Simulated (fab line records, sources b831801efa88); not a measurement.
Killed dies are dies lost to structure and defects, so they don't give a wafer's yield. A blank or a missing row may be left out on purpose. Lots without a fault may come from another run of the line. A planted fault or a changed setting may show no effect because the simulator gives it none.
A struck lot beside a sound one | flow sky130 | 43 steps out of a route of 708
Sound: wafers L600.1, L600.4, L600.6. Struck: wafers L620.2, L620.3, L620.5. The cause comes at the end.
At each step with rows: each side's tool, then ch and its chambers, then its first start. Under that, the readings that differ: sound wafers | struck wafers | difference of the means | sigmas: that difference in standard deviations of wafers without a fault.
alike: readings whose means differ by less than 2 such deviations, and words and numbers that are the same on both sides. not compared: withheld readings, readings that some wafer has no value for, bounds like >300 that may hide the same value, and numbers for which the record gives no deviation and whose values overlap.
The two part at a step that has a row with sigmas, a row that says differs or no value, or rows on one side only. Numbers that don't overlap but have no deviation are shown without sigmas and don't part them. A reading that every wafer of one side lacks parts them only if that side has two wafers or more.

first, 1 step without rows for these wafers: SKY_SONOS_TUNNEL_DEVELOP_06 (develop time 60 s).
SKY_SONOS_TUNNEL_CD_MEAS_07: target cd 410 nm.
  sound on cd_sem-02, day 11 21:53; struck on cd_sem-02, day 18 18:32
  alike: cd_nm
SKY_SONOS_TUNNEL_OVL_MEAS_08:
  sound on overlay-02, day 11 22:00; struck on overlay-01, day 18 18:39
  reading               | sound       | struck      | difference | sigmas
  SONOS_TUNNEL_OVL (nm) | 0.9 0.5 0.1 | 2.8 3.6 4.6 | +3.2       | +2
then, 3 steps without rows for these wafers: SKY_SONOS_TUNNEL_IMPLANT_09; SKY_SONOS_TUNNEL_WET_ETCH_10 (etches SiO2 in dHF, target depth 14 nm, time 280 s); SKY_SONOS_TUNNEL_STRIP_11 (strips in SPM, time 600 s).
SKY_SONOS_TUNNEL_TW_MEAS_12:
  sound on film_metro-03, day 11 22:27; struck on film_metro-04, day 18 19:07
  alike: SONOS_TUNNEL_TW
then, 2 steps without rows for these wafers: SKY_SONOS_TUNNEL_CLEAN_13 (cleans in dHF, time 20 s); SKY_SONOS_ONO_OXIDATION_00 (stabilise 600 s, purge 300 s, target thk 2.6 nm).
SKY_SONOS_ONO_THK_MEAS_01:
  sound on film_metro-02, day 12 00:48; struck on film_metro-03, day 18 20:50
  alike: SONOS_ONO_OXIDATION_THK
then, 1 step without rows for these wafers: SKY_SONOS_ONO_CVD_02 (deposits Si3N4 from DCS/NH3, target thk 10.5 nm, time 180 s).
SKY_SONOS_ONO_THK_MEAS_03:
  sound on film_metro-03, day 12 02:33; struck on film_metro-03, day 19 03:11
  alike: SONOS_ONO_CVD_02_THK
SKY_SONOS_ONO_CVD_04: deposits SiO2 from SiH4/N2O, target thk 5.7199 nm.
  sound on lpcvd-03 ch 1, day 12 02:37; struck on lpcvd-03 ch 0, day 19 03:14
  reading                   | sound          | struck         | difference | sigmas
  zone_power_centre_pct (%) | 21.0 20.9 20.6 | 18.2 18.0 17.9 | -2.8       | -2
  alike: zone_power_bottom_pct
SKY_SONOS_ONO_THK_MEAS_05:
  sound on film_metro-03, day 12 03:52; struck on film_metro-03, day 19 04:30
  reading                   | sound          | struck         | difference | sigmas
  SONOS_ONO_CVD_04_THK (nm) | 5.80 5.76 5.78 | 5.57 5.60 5.49 | -0.23      | -2
then, 7 steps without rows for these wafers: SKY_SONOS_ONO_DEHYDRATE_06 (time 60 s); SKY_SONOS_ONO_HMDS_07 (prime time 60 s); SKY_SONOS_ONO_COAT_08 (resist thk 1140 nm); SKY_SONOS_ONO_SOFTBAKE_09 (time 60 s); SKY_SONOS_ONO_EXPOSE_10 (exposes mask ONOM, target cd 410 nm); SKY_SONOS_ONO_PEB_11; SKY_SONOS_ONO_DEVELOP_12 (develop time 60 s).
SKY_SONOS_ONO_CD_MEAS_13: target cd 410 nm.
  sound on cd_sem-02, day 13 04:41; struck on cd_sem-01, day 20 11:13
  alike: cd_nm
SKY_SONOS_ONO_OVL_MEAS_14:
  sound on overlay-02, day 13 04:49; struck on overlay-01, day 20 11:19
  alike: SONOS_ONO_OVL
SKY_SONOS_ONO_ETCH_15: etches the open film in CHF3/O2, target depth 19.52 nm, time 7.8 s.
  sound on rie_diel-02 ch 0,2,3, day 13 04:51; struck on rie_diel-02 ch 1,2,3, day 20 11:20
  alike: chf3_flow_sccm, drypump_motor_current_A, oes_product_au, throttle_valve_pct
  not compared: rf_hours_counter_h
then, 1 step without rows for these wafers: SKY_SONOS_ONO_WET_ETCH_16 (etches SiO2 in dHF, target depth 14 nm, time 280 s).
SKY_SONOS_ONO_STRIP_17: strips in O2/N2.
  sound on plasma_asher-03 ch 0,1, day 13 04:58; struck on plasma_asher-03 ch 0,1, day 20 11:28
  alike: drypump_motor_current_A, oes_product_au, strip_time_to_endpoint_s
  not compared: rf_hours_counter_h
then, 3 steps without rows for these wafers: SKY_SONOS_ONO_WET_ETCH_18 (etches Si3N4 in H3PO4, target depth 15 nm, time 172 s); SKY_GATE_OXIDE_CLEAN_00 (cleans in SC1/SC2, time 150 s); SKY_GATE_OXIDE_OXIDATION_01 (stabilise 600 s, purge 300 s, target thk 10.268 nm).
SKY_GATE_OXIDE_THK_MEAS_02:
  sound on film_metro-02, day 13 06:35; struck on film_metro-01, day 20 14:05
  reading                          | sound             | struck            | difference | sigmas
  GATE_OXIDE_OXIDATION_00_THK (nm) | 10.09 10.14 10.15 | 10.51 10.39 10.59 | +0.37      | +2
then, 7 steps without rows for these wafers: SKY_GATE_OXIDE_DEHYDRATE_03 (time 60 s); SKY_GATE_OXIDE_HMDS_04 (prime time 60 s); SKY_GATE_OXIDE_COAT_05 (resist thk 1140 nm); SKY_GATE_OXIDE_SOFTBAKE_06 (time 60 s); SKY_GATE_OXIDE_EXPOSE_07 (exposes mask LVOM, target cd 600 nm); SKY_GATE_OXIDE_PEB_08; SKY_GATE_OXIDE_DEVELOP_09 (develop time 60 s).
SKY_GATE_OXIDE_OVL_MEAS_10:
  sound on overlay-02, day 14 08:05; struck on overlay-02, day 21 19:59
  alike: GATE_OXIDE_OVL
then, 2 steps without rows for these wafers: SKY_GATE_OXIDE_IMPLANT_11; SKY_GATE_OXIDE_WET_ETCH_12 (etches SiO2 in dHF, target depth 16.8 nm, time 336 s).
SKY_GATE_OXIDE_STRIP_13: strips in O2/N2.
  sound on plasma_asher-04 ch 0,1, day 14 08:22; struck on plasma_asher-04 ch 0,1, day 21 20:23
  alike: drypump_motor_current_A, oes_product_au, strip_time_to_endpoint_s
  not compared: rf_hours_counter_h
SKY_GATE_OXIDE_TW_MEAS_14:
  sound on film_metro-04, day 14 08:28; struck on film_metro-01, day 21 20:29
  alike: GATE_OXIDE_TW
-- the record jumps here: 29 days lie between the struck wafers' starts before and after (it left off in module GATE_OXIDE and takes up again in module PAD_OPEN, whose first step shown is number 708 of the route) --
SKY_PAD_OPEN_PROBE_99:
  sound on prober-02, day 46 06:59; struck on prober-01, day 50 19:55
  reading             | sound    | struck      | difference | sigmas
  killed_at_front_end | 14 28 20 | 77 71 79    | +55        | +12
  killed_dies         | 84 93 96 | 157 158 148 | +63        | +7
  alike: killed_at_M0_to_M3, killed_at_M4_up, killed_at_contacts, killed_at_other, killed_open, killed_short

WHERE THEY PART
First at SKY_SONOS_TUNNEL_OVL_MEAS_08; last, within this record, at SKY_PAD_OPEN_PROBE_99.

WHY: what the simulator had put in
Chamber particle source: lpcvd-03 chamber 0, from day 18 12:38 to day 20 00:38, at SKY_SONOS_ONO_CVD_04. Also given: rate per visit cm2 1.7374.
